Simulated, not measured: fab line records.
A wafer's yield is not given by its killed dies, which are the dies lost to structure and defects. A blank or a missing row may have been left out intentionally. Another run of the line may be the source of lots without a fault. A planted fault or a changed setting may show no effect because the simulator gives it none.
Which of the tools did it?	flow gf180mcu	13 lots with 39 wafers sampled at 5 steps, on a route of 602 steps

== WHAT EACH GAUGE READ, for each wafer ==
GF_V4_THK_MEAS_25: measures by xrf.
lot	measured	on	V4_W_THK (nm)
L890	day 25 19:41	film metro-04	371 368 373
L891	day 26 00:50	film metro-01	359 355 354
L892	day 26 09:46	film metro-03	370 375 370
L895	day 27 09:32	film metro-04	362 367 363
L896	day 27 15:19	film metro-01	364 359 361
L898	day 28 06:10	film metro-01	352 356 354
L899	day 28 10:16	film metro-01	357 361 359
L900	day 28 20:56	film metro-04	368 366 359
L901	day 29 03:02	film metro-03	376 370 376
L902	day 29 05:56	film metro-04	365 360 361
L903	day 29 12:47	film metro-01	360 357 355
L906	day 30 12:17	film metro-03	375 374 378
L909	day 31 03:32	film metro-04	362 363 361

GF_MIM_THK_MEAS_06.
lot	measured	on	MIM_CVD_05_THK (nm)
L890	day 25 20:17	film metro-04	40.7 42.3 42.0
L891	day 26 01:27	film metro-02	41.1 41.0 42.4
L892	day 26 10:23	film metro-01	41.8 42.6 42.3
L895	day 27 10:09	film metro-04	41.6 42.4 42.4
L896	day 27 15:56	film metro-01	42.1 42.9 42.2
L898	day 28 06:47	film metro-02	42.0 43.1 42.8
L899	day 28 10:52	film metro-02	40.6 41.6 41.0
L900	day 28 21:44	film metro-02	83.8 86.4 85.0
L901	day 29 03:39	film metro-01	40.7 41.6 42.3
L902	day 29 06:46	film metro-04	83.5 84.8 83.8
L903	day 29 13:24	film metro-01	41.7 41.1 41.3
L906	day 30 12:55	film metro-04	41.7 42.0 42.6
L909	day 31 04:20	film metro-02	84.1 82.5 84.9

== WHICH TOOL RAN EACH LOT (tool, then ch and the chambers of the sampled wafers, then the start) ==
lot	GF_MIM_SPUTTER_02	GF_MIM_SPUTTER_03	GF_MIM_CVD_05
L890	pvd sputter-01, day 25 20:10	pvd sputter-01, day 25 20:11	pecvd-02 ch 0,1,2, day 25 20:15
L891	pvd sputter-04, day 26 01:19	pvd sputter-04, day 26 01:21	pecvd-02 ch 0,1,2, day 26 01:25
L892	pvd sputter-03, day 26 10:14	pvd sputter-03, day 26 10:16	pecvd-01 ch 0,2, day 26 10:20
L895	pvd sputter-03, day 27 10:01	pvd sputter-03, day 27 10:02	pecvd-01 ch 0,1,2, day 27 10:06
L896	pvd sputter-01, day 27 15:49	pvd sputter-01, day 27 15:51	pecvd-01 ch 0,1,2, day 27 15:55
L898	pvd sputter-01, day 28 06:40	pvd sputter-01, day 28 06:42	pecvd-01 ch 0,1,2, day 28 06:46
L899	pvd sputter-04, day 28 10:45	pvd sputter-04, day 28 10:47	pecvd-04 ch 0,1, day 28 10:50
L900	pvd sputter-01, day 28 21:25	pvd sputter-01, day 28 21:26	pecvd-01 ch 0,1, day 28 21:30
L901	pvd sputter-03, day 29 03:31	pvd sputter-03, day 29 03:32	pecvd-04 ch 0,1,2, day 29 03:36
L902	pvd sputter-04, day 29 06:25	pvd sputter-04, day 29 06:27	pecvd-01 ch 0,1,2, day 29 06:31
L903	pvd sputter-04, day 29 13:17	pvd sputter-04, day 29 13:19	pecvd-04 ch 0,1,2, day 29 13:22
L906	pvd sputter-01, day 30 12:46	pvd sputter-01, day 30 12:48	pecvd-02 ch 0,2, day 30 12:52
L909	pvd sputter-04, day 31 04:01	pvd sputter-04, day 31 04:03	pecvd-04 ch 1,2, day 31 04:07
- GF_MIM_SPUTTER_02: material AlCu, target thk 450 nm, time 23.9 s.
- GF_MIM_SPUTTER_03: material Ti, target thk 10 nm, time 6.7 s.
- GF_MIM_CVD_05: deposits Si3N4, target thk 42 nm, time 29.086 s.

== WHAT THE TOOLS THEMSELVES READ (means of the sampled wafers that have a number; where no wafer has one, the mark that the record gives instead) ==
GF_MIM_SPUTTER_02.
lot	tool	throttle valve pct (%)
L890	pvd sputter-01	29.9
L891	pvd sputter-04	29.9
L892	pvd sputter-03	30.1
L895	pvd sputter-03	30.0
L896	pvd sputter-01	29.8
L898	pvd sputter-01	29.7
L899	pvd sputter-04	30.2
L900	pvd sputter-01	30.0
L901	pvd sputter-03	29.9
L902	pvd sputter-04	30.2
L903	pvd sputter-04	30.0
L906	pvd sputter-01	29.8
L909	pvd sputter-04	29.9

GF_MIM_SPUTTER_03.
lot	tool	substrate temp c (C)	throttle valve pct (%)
L890	pvd sputter-01	299.98	29.9
L891	pvd sputter-04	300.12	29.8
L892	pvd sputter-03	299.96	30.1
L895	pvd sputter-03	299.85	29.9
L896	pvd sputter-01	300.02	29.7
L898	pvd sputter-01	300.11	29.5
L899	pvd sputter-04	299.96	30.1
L900	pvd sputter-01	300.25	30.0
L901	pvd sputter-03	299.85	29.9
L902	pvd sputter-04	300.10	30.3
L903	pvd sputter-04	299.95	29.9
L906	pvd sputter-01	299.97	29.7
L909	pvd sputter-04	300.08	29.8

GF_MIM_CVD_05.
lot	tool	heater power w (W)	temp max c (C)
L890	pecvd-02	648	399.99
L891	pecvd-02	673	399.94
L892	pecvd-01	619	399.90
L895	pecvd-01	586	399.97
L896	pecvd-01	577	399.89
L898	pecvd-01	570	400.05
L899	pecvd-04	740	399.93
L900	pecvd-01	646	399.99
L901	pecvd-04	598	400.00
L902	pecvd-01	616	400.06
L903	pecvd-04	664	400.10
L906	pecvd-02	625	400.03
L909	pecvd-04	616	400.15

== THE ANSWER, worked out from the rows above alone ==
Rule: what is usual is taken from the lots themselves. Put in order of their means at a reading, lots are off if they are a third of the lots or fewer, leave a main group of 4 or more, and stand apart from it by a gap of 3 or more times the standard deviation of the main group's means; of several such gaps the widest counts. The tables above print the reading to a certain number of digits; a main group whose means all agree to those digits is not used. Also off: a lot with no number at a reading for which 4 or more lots have one. Any other lot the step has rows for is counted as sound. The gauges are gone through in route order, then the tools' own readings, and for those a lot's mean is taken as printed above. At the first step where some lot is off, the reading lying furthest off is the one used; lots without a number count as furthest.
Off: L900, L902, L909, seen at GF_MIM_THK_MEAS_06 (MIM_CVD_05_THK). Mean 41.9 nm and standard deviation 0.48 in the main group.
A tool fits if, at a process step before that reading, it ran every lot that is off, and no sound lot after the first of them. The gauges at GF_MIM_THK_MEAS_06 are tried like those tools. No candidate that was tried fits.

== WHAT WAS PUT IN BY THE SIMULATOR ==
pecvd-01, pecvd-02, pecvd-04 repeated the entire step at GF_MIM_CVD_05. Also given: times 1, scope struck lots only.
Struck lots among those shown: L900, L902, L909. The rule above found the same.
